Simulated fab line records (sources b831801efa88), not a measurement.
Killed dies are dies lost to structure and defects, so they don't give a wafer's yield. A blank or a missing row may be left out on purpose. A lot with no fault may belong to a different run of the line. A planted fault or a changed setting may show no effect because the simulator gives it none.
What tool caused it?    flow sky130    Sampling: 14 lots, 42 wafers, 3 of 708 route steps

== WHAT EACH GAUGE READ, for each wafer ==
SKY_LDD_N_TW_MEAS_17.
lot   measured      on             LDD_N_TW
L845  day 17 18:36  film-metro-03  2588 2572 2584
L848  day 19 06:20  film-metro-03  2593 2586 2594
L849  day 19 16:13  film-metro-01  2640 2631 2651
L850  day 20 00:54  film-metro-04  2615 2606 2604
L853  day 21 08:43  film-metro-01  2608 2600 2607
L855  day 21 19:08  film-metro-04  2628 2621 2624
L859  day 23 11:13  film-metro-01  2623 2620 2627
L861  day 23 17:54  film-metro-04  2615 2611 2591
L862  day 24 13:12  film-metro-03  2587 2591 2580
L863  day 24 22:07  film-metro-01  2614 2619 2623
L864  day 24 23:36  film-metro-04  2602 2609 2600
L865  day 25 08:40  film-metro-03  2611 2593 2598
L866  day 25 14:34  film-metro-01  2604 2606 2613
L867  day 26 01:42  film-metro-01  2622 2621 2618

SKY_LDD_LDN_TW_MEAS_13.
lot   measured      on             LDD_LDN_TW
L845  day 23 00:36  film-metro-01  1499 1491 1500
L848  day 24 13:06  film-metro-04  1491 1494 1492
L849  day 24 22:58  film-metro-04  1486 1488 1496
L850  day 25 06:48  film-metro-01  1497 1505 1491
L853  day 26 15:12  film-metro-04  1484 1484 1488
L855  day 26 22:45  film-metro-01  1502 1498 1491
L859  day 28 12:41  film-metro-04  1493 1485 1490
L861  day 28 20:17  film-metro-01  1486 1492 1483
L862  day 29 13:00  film-metro-03  1479 1485 1474
L863  day 29 21:04  film-metro-04  1482 1484 1483
L864  day 29 21:21  film-metro-03  1487 1481 1485
L865  day 30 08:04  film-metro-03  1473 1477 1477
L866  day 30 13:01  film-metro-01  1497 1496 1497
L867  day 30 23:24  film-metro-01  1497 1497 1493

== EACH LOT AND THE TOOL THAT RAN IT (in order: tool; ch and the chambers of the sampled wafers; start) ==
lot   SKY_LDD_N_STRIP_16
L845  plasma-asher-02 ch 0,1, day 17 18:29
L848  plasma-asher-02 ch 0,1, day 19 06:14
L849  plasma-asher-02 ch 0,1, day 19 16:07
L850  plasma-asher-01 ch 0,1, day 20 00:48
L853  plasma-asher-02 ch 0,1, day 21 08:36
L855  plasma-asher-02 ch 0,1, day 21 19:02
L859  plasma-asher-04 ch 0,1, day 23 11:07
L861  plasma-asher-02 ch 0,1, day 23 17:48
L862  plasma-asher-04 ch 0, day 24 13:05
L863  plasma-asher-04 ch 0,1, day 24 22:01
L864  plasma-asher-01 ch 0,1, day 24 23:29
L865  plasma-asher-04 ch 0,1, day 25 08:35
L866  plasma-asher-04 ch 0,1, day 25 14:27
L867  plasma-asher-01 ch 0,1, day 26 01:35
- SKY_LDD_N_STRIP_16: strips in O2/N2.

== WHAT THE TOOLS THEMSELVES READ (means of the sampled wafers that have a number; where no wafer has one, the mark that the record gives instead) ==
SKY_LDD_N_STRIP_16.
lot   tool             drypump-motor-current-A (A)  oes-product-au (a.u.)  strip-time-to-endpoint-s (s)
L845  plasma-asher-02  5.4                          0.407                  4.330
L848  plasma-asher-02  5.4                          0.405                  4.295
L849  plasma-asher-02  5.6                          0.404                  4.292
L850  plasma-asher-01  5.7                          0.411                  4.325
L853  plasma-asher-02  5.4                          0.406                  4.311
L855  plasma-asher-02  5.6                          0.408                  4.313
L859  plasma-asher-04  5.9                          0.405                  4.305
L861  plasma-asher-02  5.4                          0.406                  4.314
L862  plasma-asher-04  5.0                          0.410                  4.315
L863  plasma-asher-04  5.9                          0.404                  4.322
L864  plasma-asher-01  5.4                          0.404                  4.327
L865  plasma-asher-04  5.5                          0.404                  4.319
L866  plasma-asher-04  5.4                          0.407                  4.311
L867  plasma-asher-01  5.7                          0.408                  4.317

== THE ANSWER, worked out from the rows above alone ==
Rule: the lots themselves supply what counts as usual. The widest of any qualifying gaps counts: lots, ordered by their means at a reading, are off when they make up no more than a third of the lots, leave a main group of 4 or more, and stand apart from it by 3 or more times the standard deviation of that group's means. If all means in a main group match to the digits the tables above print for the reading, that group is not used. Also off: a lot with no number at a reading for which 4 or more lots have one. All remaining lots with rows at the step are treated as sound. The gauges are gone through in route order, then the tools' own readings, and for those a lot's mean is taken as printed above. At the first step where some lot is off, the reading lying furthest off is the one used; lots without a number count as furthest.
No lot is off at any reading shown: from this, nothing can be told.

== WHAT WAS PUT IN BY THE SIMULATOR ==
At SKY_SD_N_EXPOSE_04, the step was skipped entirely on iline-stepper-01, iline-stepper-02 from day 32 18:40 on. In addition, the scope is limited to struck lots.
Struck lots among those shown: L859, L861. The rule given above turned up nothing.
